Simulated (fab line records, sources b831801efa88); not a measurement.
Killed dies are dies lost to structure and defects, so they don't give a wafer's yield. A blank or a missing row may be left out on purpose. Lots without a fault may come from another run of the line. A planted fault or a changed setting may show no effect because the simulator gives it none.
A struck lot beside a sound one | flow gf180mcu | 27 steps out of a route of 602
Sound: wafers L669.1, L669.2, L669.4. Struck: wafers L661.2, L661.3, L661.5. The cause comes at the end.
At each step with rows: each side's tool, then ch and its chambers, then its first start. Under that, the readings that differ: sound wafers | struck wafers | difference of the means | sigmas: that difference in standard deviations of wafers without a fault.
alike: readings whose means differ by less than 2 such deviations, and words and numbers that are the same on both sides. not compared: withheld readings, readings that some wafer has no value for, bounds like >300 that may hide the same value, and numbers for which the record gives no deviation and whose values overlap.
The two part at a step that has a row with sigmas, a row that says differs or no value, or rows on one side only. Numbers that don't overlap but have no deviation are shown without sigmas and don't part them. A reading that every wafer of one side lacks parts them only if that side has two wafers or more.

GF_CONTACT_ETCH_17: etches SiO2 in C4F8/O2/Ar, stops on CoSi2, target depth 860 nm.
  sound on rie_diel-03 ch 0,2; struck on rie_diel-02 ch 0,1,2
  alike: oes_product_au
GF_CONTACT_STRIP_18: strips in O2/N2.
  sound on plasma_asher-03 ch 0,1, day 21 20:34; struck on plasma_asher-03 ch 0, day 18 18:41
  alike: drypump_motor_current_A, heater_power_w, n2_flow_sccm, oes_product_au
  not compared: rf_hours_counter_h
then, 4 steps without rows for these wafers: GF_CONTACT_CLEAN_19 (cleans in SPM); GF_CONTACT_CLEAN_20 (cleans in DIW); GF_CONTACT_CLEAN_21 (cleans in dHF, time 20 s); GF_CONTACT_SPUTTER_22 (material Ti, target thk 15 nm, time 80.02 s).
GF_CONTACT_SPUTTER_23: material TiN, target thk 10 nm, time 40 s.
  sound on pvd_sputter-01, day 21 20:56; struck on pvd_sputter-02, day 18 19:03
  alike: cathode_dc_power_W, chamber_pressure_pa, throttle_valve_pct
then, 1 step without rows for these wafers: GF_CONTACT_CVD_24 (deposits W, target thk 300 nm, time 90.339 s).
GF_CONTACT_RS_MEAS_25: measures by four-point-probe.
  sound on film_metro-04, day 21 21:05; struck on film_metro-04, day 18 19:13
  alike: CONTACT_W_RS
GF_CONTACT_THK_MEAS_26: measures by xrf.
  sound on film_metro-04, day 21 21:12; struck on film_metro-04, day 18 19:19
  alike: CONTACT_W_THK
then, 1 step without rows for these wafers: GF_CONTACT_CMP_27 (polishes, stops on SiO2, t overpolish 15 s, target thk 0 nm).
GF_M1_SPUTTER_00: material Ti, target thk 37.5 nm, time 150 s.
  sound on pvd_sputter-02, day 21 21:34; struck on pvd_sputter-03, day 18 19:40
  alike: cathode_dc_power_W, chamber_pressure_pa, throttle_valve_pct
GF_M1_SPUTTER_01: material TiN, target thk 30 nm, time 25 s.
  sound on pvd_sputter-02, day 21 21:40; struck on pvd_sputter-03, day 18 19:46
  no value came back on the struck wafers for cathode_dc_power_W (W), chamber_pressure_pa (Pa), throttle_valve_pct (%); on the sound wafers cathode_dc_power_W (W) reads 6499.1 6499.2 6500.9
then, 10 steps without rows for these wafers: GF_M1_SPUTTER_02 (material AlCu, target thk 450 nm, time 23.9 s); GF_M1_SPUTTER_03 (material Ti, target thk 10 nm, time 6.7 s); GF_M1_SPUTTER_04 (material TiN, target thk 50 nm, time 41.7 s); GF_M1_DEHYDRATE_07 (time 60 s); GF_M1_HMDS_08 (prime time 60 s); GF_M1_COAT_09 (resist thk 1000 nm); GF_M1_SOFTBAKE_10 (time 60 s); GF_M1_EXPOSE_11 (exposes mask Metal1, target cd 230 nm); GF_M1_PEB_12 (peb time 90 s); GF_M1_DEVELOP_13 (develop time 60 s).
GF_M1_CD_MEAS_14: target cd 230 nm.
  sound on cd_sem-02, day 22 21:10; struck on cd_sem-01, day 19 20:16
  alike: cd_nm
GF_M1_OVL_MEAS_15:
  sound on overlay-01, day 22 21:17; struck on overlay-01, day 19 20:23
  alike: M1_OVL
GF_M1_METAL_ETCH_16: etches the open film in Cl2/BCl3, stops on SiO2, target depth 627.5 nm, time 104.6 s.
  sound on rie_metal-04 ch 0,1, day 22 21:19; struck on rie_metal-01 ch 0,1, day 19 20:25
  reading             | sound             | struck            | difference | sigmas
  mfc_cl2_sccm (sccm) | 79.56 79.86 79.94 | 80.39 80.25 80.40 | +0.56      | +2
  alike: drypump_motor_current_A, he_backside_leak_sccm, oes_product_au, throttle_valve_pct
  not compared: rf_hours_counter_h
GF_M1_STRIP_17: strips in O2/N2.
  sound on plasma_asher-04 ch 0,1, day 22 21:26; struck on plasma_asher-04 ch 0,1, day 19 20:31
  reading                      | sound          | struck         | difference | sigmas
  strip_time_to_endpoint_s (s) | 8.00 7.85 7.90 | 7.78 7.76 7.76 | -0.15      | -2
  alike: drypump_motor_current_A, heater_power_w, n2_flow_sccm, oes_product_au
  not compared: rf_hours_counter_h

WHERE THEY PART
First at GF_M1_SPUTTER_01; last, within this record, at GF_M1_STRIP_17.

WHY: what the simulator had put in
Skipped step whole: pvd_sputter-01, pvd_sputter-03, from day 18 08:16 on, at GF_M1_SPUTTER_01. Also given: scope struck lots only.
